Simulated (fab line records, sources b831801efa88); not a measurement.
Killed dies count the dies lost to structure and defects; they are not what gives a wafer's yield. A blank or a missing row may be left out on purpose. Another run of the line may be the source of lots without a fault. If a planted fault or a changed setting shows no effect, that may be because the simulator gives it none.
Struck lot and sound lot, side by side | flow sfq_line | 14 out of 325 route steps
Sound: wafers L541.1, L541.3, L541.4. Struck: wafers L555.1, L555.3 (left out: L555.4, a lot-mate that was not struck); the cause follows at the end.
Per side, at each step with rows, come the tool, then ch with its chambers, and then its first start. Under that, the readings that differ: sound wafers | struck wafers | difference of the means | sigmas: that difference in standard deviations of wafers without a fault.
alike: readings with means less than 2 such deviations apart, plus words and numbers identical on both sides. not compared: withheld readings, readings lacking a value on some wafer, bounds such as >300 that could conceal the same value, and numbers that have no deviation in the record and whose values overlap.
The two part at a step that has a row with sigmas, a row that says differs or no value, or rows on one side only. Non-overlapping numbers with no deviation appear without sigmas and do not part them. A reading that every wafer of one side lacks parts them only if that side has two wafers or more.

SFQ_TRILAYER_R5_DEP_SPUTTER_133: material MoNx, target thk 40 nm, time 66.7 s.
  struck on pvd_sputter-04, day 62 13:46; sound on pvd_sputter-03, day 58 14:34
  alike: chamber_pressure_pa, throttle_valve_pct
SFQ_TRILAYER_R5_DEP_SPUTTER_134: material Ti, target thk 5 nm, time 5 s.
  struck on pvd_sputter-04, day 62 13:50; sound on pvd_sputter-03, day 58 14:38
  alike: chamber_pressure_pa, throttle_valve_pct
SFQ_R5_RS_MEAS_933: measurement is done with a four-point probe.
  struck on film_metro-03, day 62 13:51; sound on film_metro-04, day 58 14:39
  alike: R5_MONX_RS
SFQ_R5_THK_MEAS_934: measures by xrf.
  struck on film_metro-03, day 62 13:58; sound on film_metro-04, day 58 14:46
  alike: R5_MONX_THK
then, 6 steps without rows for these wafers: SFQ_TRILAYER_R5_LITHO_COAT_141 (resist thk 62 nm); SFQ_TRILAYER_R5_LITHO_COAT_136 (resist thk 600 nm); SFQ_TRILAYER_R5_LITHO_SOFTBAKE_140; SFQ_TRILAYER_R5_LITHO_EXPOSE_137 (exposes mask R5, target cd 500 nm); SFQ_TRILAYER_R5_LITHO_PEB_139 (peb time 60 s); SFQ_TRILAYER_R5_LITHO_DEVELOP_138 (time 60 s).
-- the record jumps here: 5 days lie between the struck wafers' starts before and after --
SFQ_R5_OVL_MEAS_935:
  struck on overlay-02, day 67 02:47; sound on overlay-01, day 63 17:58
  alike: R5_OVL
SFQ_TRILAYER_R5_BARC_OPEN_METAL_ETCH_177: etches BARC in O2, target depth 125 nm, time 41.7 s.
  sound on rie_metal-04 ch 0,1, day 63 17:59; struck on rie_metal-04 ch 1, day 67 02:49
  alike: drypump_motor_current_A, oes_product_au
  not compared: rf_hours_counter_h
SFQ_TRILAYER_R5_ETCH_METAL_ETCH_139: etches the open film in Cl2, stops on SiO2, target depth 60 nm, time 40 s.
  sound on rie_metal-04 ch 0,1, day 63 18:03; struck on rie_metal-04 ch 1, day 67 02:56
  reading                                                      | sound             | struck      | difference | sigmas
  model.KrF_of_TRILAYER_R5_LITHO_COAT_136.thk_nm (nm)          | 501.7 500.8 501.3 | 485.2 486.5 | -15.4      |
  model.Nb_of_TRILAYER_JJ_TRILAYER_DEP_SPUTTER_112.thk_nm (nm) | 160.2 160.3 160.3 | 153.8 156   | -5.4       |
  alike: drypump_motor_current_A, oes_product_au
  not compared: rf_hours_counter_h
SFQ_TRILAYER_R5_STRIP_STRIP_140: strips in O2.
  sound on rie_metal-04 ch 0,1, day 63 18:07; struck on rie_metal-04 ch 1, day 67 03:04
  alike: drypump_motor_current_A, oes_product_au
  not compared: rf_hours_counter_h

== WHERE THEY PART ==
Nowhere in this record.

WHY: what had been put in by the simulator
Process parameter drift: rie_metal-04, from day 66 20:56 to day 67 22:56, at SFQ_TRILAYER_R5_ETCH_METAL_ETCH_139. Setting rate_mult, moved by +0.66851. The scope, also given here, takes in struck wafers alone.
